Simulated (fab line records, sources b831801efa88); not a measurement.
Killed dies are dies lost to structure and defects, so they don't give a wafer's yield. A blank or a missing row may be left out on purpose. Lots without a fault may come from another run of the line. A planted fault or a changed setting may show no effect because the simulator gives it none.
A struck lot beside a sound one | flow sky130 | 17 steps out of a route of 708
Sound: wafers L687.1, L687.4, L687.6. Struck: wafers L695.3, L695.4, L695.5. The cause comes at the end.
At each step with rows: each side's tool, then ch and its chambers, then its first start. Under that, the readings that differ: sound wafers | struck wafers | difference of the means | sigmas: that difference in standard deviations of wafers without a fault.
alike: readings whose means differ by less than 2 such deviations, and words and numbers that are the same on both sides. not compared: withheld readings, readings that some wafer has no value for, bounds like >300 that may hide the same value, and numbers for which the record gives no deviation and whose values overlap.
The two part at a step that has a row with sigmas, a row that says differs or no value, or rows on one side only. Numbers that don't overlap but have no deviation are shown without sigmas and don't part them. A reading that every wafer of one side lacks parts them only if that side has two wafers or more.

first, 1 step without rows for these wafers: SKY_VT_ADJUST_NCORE_IMPLANT_09.
SKY_VT_ADJUST_NCORE_STRIP_10: strips in O2/N2.
  sound on plasma_asher-04 ch 0,1, day 9 10:22; struck on plasma_asher-03 ch 0,1, day 11 23:22
  alike: drypump_motor_current_A, oes_product_au, strip_time_to_endpoint_s
  not compared: rf_hours_counter_h
SKY_VT_ADJUST_NCORE_TW_MEAS_11:
  sound on film_metro-03, day 9 10:28; struck on film_metro-04, day 11 23:27
  alike: VT_ADJUST_NCORE_TW
then, 7 steps without rows for these wafers: SKY_VT_ADJUST_HVTR_DEHYDRATE_00 (time 60 s); SKY_VT_ADJUST_HVTR_HMDS_01 (prime time 60 s); SKY_VT_ADJUST_HVTR_COAT_02 (resist thk 1154 nm); SKY_VT_ADJUST_HVTR_SOFTBAKE_03 (time 60 s); SKY_VT_ADJUST_HVTR_EXPOSE_04 (exposes mask HVTRM, target cd 380 nm); SKY_VT_ADJUST_HVTR_PEB_05; SKY_VT_ADJUST_HVTR_DEVELOP_06 (develop time 60 s).
SKY_VT_ADJUST_HVTR_CD_MEAS_07: target cd 380 nm.
  sound on cd_sem-02, day 10 08:17; struck on cd_sem-02, day 12 23:27
  alike: cd_nm
SKY_VT_ADJUST_HVTR_OVL_MEAS_08:
  sound on overlay-02, day 10 08:24; struck on overlay-02, day 12 23:32
  alike: VT_ADJUST_HVTR_OVL
SKY_VT_ADJUST_HVTR_IMPLANT_09:
  sound on implanter-04 ch 0, day 10 08:26; struck on implanter-02 ch 0, day 12 23:37
  reading            | sound                           | struck                           | difference  | sigmas
  dose_ions_cm2      | 2.0992e+12 2.099e+12 2.0985e+12 | 1.3698e+12 1.3726e+12 1.3723e+12 | -7.2733e+11 | -99 or more
  faraday_current_uA | 11.73 11.51 11.75               | 7.76 7.65 7.80                   | -3.93       | -18
  alike: beam_on_s, end_station_pressure_torr
SKY_VT_ADJUST_HVTR_STRIP_10: strips in O2/N2.
  sound on plasma_asher-03 ch 0,1, day 10 08:35; struck on plasma_asher-03 ch 0,1, day 12 23:45
  alike: drypump_motor_current_A, oes_product_au, strip_time_to_endpoint_s
  not compared: rf_hours_counter_h
SKY_VT_ADJUST_HVTR_TW_MEAS_11:
  sound on film_metro-04, day 10 08:41; struck on film_metro-04, day 12 23:50
  reading           | sound             | struck            | difference | sigmas
  VT_ADJUST_HVTR_TW | 209.8 210.4 210.0 | 188.0 187.7 187.2 | -22.4      | -24
then, 1 step without rows for these wafers: SKY_VT_ADJUST_PCH_DEHYDRATE_00 (time 60 s).
-- the record jumps here: 36 days lie between the struck wafers' starts before and after (it left off in module VT_ADJUST_PCH and takes up again in module PAD_OPEN, whose first step shown is number 708 of the route) --
SKY_PAD_OPEN_PROBE_99:
  sound on prober-02, day 46 10:48; struck on prober-01, day 48 19:34
  reading                                  | sound                   | struck                  | difference | sigmas
  model.etest.pfet_01v8_mvt.drive_ua_um    | 155.9 154.1 154.5       | 143.8 141.5 141.5       | -12.6      |
  model.etest.pfet_01v8_mvt.off_log10_a_um | -10.17 -10.28 -10.41    | -11.78 -12.11 -12.01    | -1.68      |
  model.etest.pfet_01v8_mvt.vt_sat_v (V)   | -0.5407 -0.5398 -0.5473 | -0.658 -0.6751 -0.6729  | -0.126     |
  model.etest.pfet_01v8_mvt.vt_v (V)       | -0.6267 -0.6246 -0.6327 | -0.7302 -0.7475 -0.7423 | -0.1120    |
  model.etest.pfet_01v8_mvt.vt_long_v (V)  | -0.8314 -0.8335 -0.8371 | -0.9312 -0.9405 -0.9375 | -0.1024    |
  alike: killed_at_M0_to_M3, killed_at_M4_up, killed_at_contacts, killed_at_front_end, killed_at_other, killed_dies, killed_open, killed_short

WHERE THEY PART
First at SKY_VT_ADJUST_HVTR_IMPLANT_09; last, within this record, at SKY_VT_ADJUST_HVTR_TW_MEAS_11. Later steps at which nothing parts them and some readings are alike: SKY_PAD_OPEN_PROBE_99.

WHY: what the simulator had put in
Process parameter drift: implanter-02, from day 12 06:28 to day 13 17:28, at SKY_VT_ADJUST_HVTR_IMPLANT_09. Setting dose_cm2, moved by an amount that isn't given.
